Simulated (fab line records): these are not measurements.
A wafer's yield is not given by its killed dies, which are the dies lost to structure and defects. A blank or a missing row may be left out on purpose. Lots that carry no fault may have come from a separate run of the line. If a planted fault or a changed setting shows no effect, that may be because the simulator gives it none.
Problem report in the 8D (eight disciplines) form, filled by code | flow gf180mcu | the parts of the form that need people (team, actions taken, sign-off) are left out

## 1. PROBLEM STATEMENT
oes-product-au at GF_MIM_METAL_ETCH_19 reads a mean of 0.913 a.u. on 2 wafers of 2 lots; wafers without a fault read 0.941 a.u. with a standard deviation of 0.0063. That puts it -4.4 standard deviations away from the usual mean.
The step: etches the open film in Cl2/BCl3, stops on Si3N4, target depth 324.5 nm, time 54.1 s.
The first sign was on wafer L761.6 at day 28 20:31, on rie-metal-01. At this step, 36 wafers from 12 lots have a number in the record. Rule for "out", or "out of limits": more than 4 standard deviations from the usual mean. All remaining wafers that have a number are taken as sound.

## 2. WHAT IT IS, AND WHAT IT ISN'T
question                    | is                         | is not
which readings at this step | oes-product-au             | drypump-motor-current-A
which lots                  | L761, L762                 | L751, L752, L755, L763, L765, L767, L768, L770, L772, L774
which wafers of those lots  | L761.6, L762.6             | L761.2, L761.3, L762.1, L762.3
read on which tools         | rie-metal-01, rie-metal-03 | rie-metal-02
when                        | from day 28 20:31          | up to then (11 sound wafers); but 23 sound wafers of L762, L763, L765, L767, L768, L770, L772, L774 came after

## 3. SUSPECTS, AND WHAT RULES EACH OUT
Counting: a tool at a process step up to the reading stays a suspect if it ran every lot that is out. Sound lots after the first of them don't rule it out here, since some wafers of a struck lot are sound.
- pvd-sputter-02 at GF_MIM_SPUTTER_09 (material TiN, target thk 35 nm, time 29.2 s): kept. It ran every lot that is out, first L761 (day 28 01:17); its last sound lot up to then is L751 (day 24 13:51).
The count leaves pvd-sputter-02 at GF_MIM_SPUTTER_09.

## 4. THE CAUSE (what the simulator had put in)
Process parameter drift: pvd-sputter-02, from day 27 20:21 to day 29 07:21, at GF_MIM_SPUTTER_09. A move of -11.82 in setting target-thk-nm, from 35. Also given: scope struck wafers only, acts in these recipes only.
After counting, this tool was the only one left.

## 5. THE EFFECT CHAIN, in route order
Each row: a reading whose mean over the struck wafers that have a number lies more than 3 standard deviations from the usual. Only readings for which the record gives a usual standard deviation are gone through. hours: the time from each lot's start at the first step in this table that gives one to its start at this step, as a median over the lots. sigmas: the change in usual standard deviations.
hours | step                 | reading        | usual      | on struck wafers | change | sigmas
0     | GF_MIM_METAL_ETCH_19 | oes-product-au | 0.941 a.u. | 0.913            | -0.027 | -4.4
Process steps it contains:
- GF_MIM_METAL_ETCH_19: etches the open film in Cl2/BCl3, stops on Si3N4, target depth 324.5 nm, time 54.1 s.
Later steps that measure or inspect, where all struck wafers having a row at the step show a number for every such reading and not one has moved that far: GF_M5_OVL_MEAS_08.

## 6. WHAT WOULD HAVE CAUGHT IT SOONER
24 hours passed between the start of the fault at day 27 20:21 and the first reading out of limits in this record, taken at day 28 20:31.
No tool reading at GF_MIM_SPUTTER_09 that has a usual standard deviation in the record was out on any struck wafer, so an alarm limit of 4 standard deviations on those readings would not have fired.
By day 28 20:31, every lot that is out (2) had started GF_MIM_SPUTTER_09 on pvd-sputter-02. None of them would have been spared by holding the tool at that moment.
